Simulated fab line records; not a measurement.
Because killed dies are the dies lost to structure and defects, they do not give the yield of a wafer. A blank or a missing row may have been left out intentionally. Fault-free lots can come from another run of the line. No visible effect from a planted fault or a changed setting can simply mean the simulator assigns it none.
Which tool was responsible?	flow sky130	Sampling: 12 lots, 36 wafers, 4 of 708 route steps

== WHAT EACH GAUGE READ, for each wafer ==
SKY_VIA4_OVL_MEAS_11. Usual: VIA4_OVL typically reads -0.4 nm, with standard deviation 1.3.
lot	measured	on	VIA4_OVL (nm)	flag
L513	day 43 03:28	overlay-02	-1.8 -1.7 -2.4	
L514	day 43 10:02	overlay-01	0.1 -0.2 -0.4	
L515	day 43 18:36	overlay-01	0.7 -0.9 1.5	
L516	day 44 08:52	overlay-01	0.4 -1.4 1.0	
L518	day 44 19:34	overlay-02	1.4 -0.3 -0.3	
L519	day 45 08:28	overlay-01	0.0 1.8 -0.5	
L520	day 45 15:23	overlay-01	0.8 1.6 0.7	
L521	day 45 20:13	overlay-01	0.1 1.4 1.6	
L522	day 46 00:39	overlay-01	1.9 -0.8 0.5	
L531	day 48 03:28	overlay-01	-1.4 -1.5 -0.4	
L535	day 48 23:07	overlay-01	-1.1 -1.1 -1.3	
L536	day 49 01:26	overlay-02	-1.6 0.1 -0.2	

SKY_PAD_OPEN_BOW_MEAS_13. Usual: PAD_OPEN_BOW typically reads 48 um, with standard deviation 8.5.
lot	measured	on	PAD_OPEN_BOW (um)	flag
L513	day 46 02:31	filmMetro-04	43 49 57	
L514	day 46 08:03	filmMetro-03	48 42 46	
L515	day 46 16:57	filmMetro-04	44 53 48	
L516	day 47 05:44	filmMetro-04	45 52 52	
L518	day 47 14:13	filmMetro-03	27 35 31	
L519	day 48 02:47	filmMetro-04	57 55 53	
L520	day 48 09:52	filmMetro-03	57 42 65	
L521	day 48 14:19	filmMetro-04	42 37 36	
L522	day 48 18:13	filmMetro-04	41 43 53	
L531	day 50 12:22	filmMetro-02	57 58 42	
L535	day 51 03:35	filmMetro-03	42 43 52	
L536	day 51 05:55	filmMetro-03	49 49 42	

== WHAT TOOL EACH LOT RAN ON (gives the tool, then ch and the chambers of the sampled wafers, and finally the start) ==
lot	SKY_DNWELL_STRIP_08	SKY_PAD_OPEN_STRIP_08
L513	plasmaAsher-01 ch 0,1, day 3 06:25	plasmaAsher-01 ch 0,1, day 45 23:58
L514	plasmaAsher-02 ch 0,1, day 3 09:42	plasmaAsher-01 ch 0,1, day 46 05:35
L515	plasmaAsher-04 ch 0,1, day 3 16:08	plasmaAsher-01 ch 0,1, day 46 14:52
L516	plasmaAsher-01 ch 0,1, day 3 23:49	plasmaAsher-02 ch 0,1, day 47 03:37
L518	plasmaAsher-02 ch 0,1, day 4 07:47	plasmaAsher-04 ch 0,1, day 47 12:07
L519	plasmaAsher-04 ch 0,1, day 4 14:13	plasmaAsher-02 ch 0,1, day 48 00:40
L520	plasmaAsher-04 ch 0,1, day 4 21:13	plasmaAsher-01 ch 0,1, day 48 07:46
L521	plasmaAsher-01 ch 0,1, day 5 00:16	plasmaAsher-01 ch 0,1, day 48 11:52
L522	plasmaAsher-04 ch 0,1, day 5 03:59	plasmaAsher-01 ch 0, day 48 16:07
L531	plasmaAsher-01 ch 0,1, day 7 06:14	plasmaAsher-04 ch 0,1, day 50 10:14
L535	plasmaAsher-04 ch 0,1, day 8 04:34	plasmaAsher-02 ch 0,1, day 51 01:22
L536	plasmaAsher-04 ch 0,1, day 8 06:13	plasmaAsher-02 ch 0,1, day 51 03:49
- SKY_DNWELL_STRIP_08: strips in O2/N2.
- SKY_PAD_OPEN_STRIP_08: strips in O2/N2.

== AS READ BY THE TOOLS THEMSELVES (means over the sampled wafers that have a number; for cases with no such wafer, the mark the record gives instead) ==
SKY_DNWELL_STRIP_08. Usual: chamberPressureMTorr 1500.1 mTorr, standard deviation 1.3; drypumpMotorCurrentA 5.6 A, standard deviation 0.56; oesProductAu 0.722 a.u., standard deviation 0.0048; stripTimeToEndpointS 36.93 s, standard deviation 0.095.
lot	tool	chamberPressureMTorr (mTorr)	drypumpMotorCurrentA (A)	oesProductAu (a.u.)	stripTimeToEndpointS (s)	flag
L513	plasmaAsher-01	1500.7	5.7	0.719	36.83	
L514	plasmaAsher-02	1500.2	5.4	0.722	36.92	
L515	plasmaAsher-04	1501.4	5.9	0.718	36.86	
L516	plasmaAsher-01	1499.2	5.4	0.725	36.73	
L518	plasmaAsher-02	1501.0	5.6	0.721	36.97	
L519	plasmaAsher-04	1499.4	5.9	0.727	36.97	
L520	plasmaAsher-04	1499.3	5.9	0.718	37.02	
L521	plasmaAsher-01	1501.5	5.4	0.719	36.95	
L522	plasmaAsher-04	1500.7	5.9	0.722	36.82	
L531	plasmaAsher-01	1499.5	5.7	0.724	36.78	
L535	plasmaAsher-04	1500.1	5.4	0.719	37.05	
L536	plasmaAsher-04	1500.2	5.5	0.722	37.05	

SKY_PAD_OPEN_STRIP_08. Usual: chamberPressureMTorr 1499.9 mTorr, standard deviation 1.2; drypumpMotorCurrentA 5.6 A, standard deviation 0.51; oesProductAu 0.663 a.u., standard deviation 0.0043; stripTimeToEndpointS 37.04 s, standard deviation 0.12.
lot	tool	chamberPressureMTorr (mTorr)	drypumpMotorCurrentA (A)	oesProductAu (a.u.)	stripTimeToEndpointS (s)	flag
L513	plasmaAsher-01	1499.9	5.4	0.662	36.92	
L514	plasmaAsher-01	1500.6	5.7	0.663	37.02	
L515	plasmaAsher-01	1500.6	5.4	0.665	36.81	
L516	plasmaAsher-02	1498.7	5.4	0.664	36.84	
L518	plasmaAsher-04	1500.0	5.5	0.662	37.27	
L519	plasmaAsher-02	1499.3	5.6	0.661	37.03	
L520	plasmaAsher-01	1500.6	5.7	0.662	37.04	
L521	plasmaAsher-01	1499.3	5.7	0.660	37.08	
L522	plasmaAsher-01	1499.7	4.9	0.665	37.11	
L531	plasmaAsher-04	1499.0	5.5	0.661	37.07	
L535	plasmaAsher-02	1499.4	5.4	0.664	37.21	
L536	plasmaAsher-02	1500.8	5.4	0.659	37.11	

== THE ANSWER, worked out from the rows above alone ==
Rule: a lot counts as off when the mean over its wafers that have a number is more than 3 standard deviations away from the usual mean. A lot without any number at a reading at which 4 lots or more have one is off too. Where the step has rows for the other lots, those lots are counted as sound. After the gauges, taken in route order, come the tools' own readings; for these a lot's mean is taken, as printed above. At the first step where some lot is off, the reading lying furthest off is the one used; lots without a number count as furthest.
None of the lots is off at any reading shown; this tells nothing.

== WHAT WAS PUT IN BY THE SIMULATOR ==
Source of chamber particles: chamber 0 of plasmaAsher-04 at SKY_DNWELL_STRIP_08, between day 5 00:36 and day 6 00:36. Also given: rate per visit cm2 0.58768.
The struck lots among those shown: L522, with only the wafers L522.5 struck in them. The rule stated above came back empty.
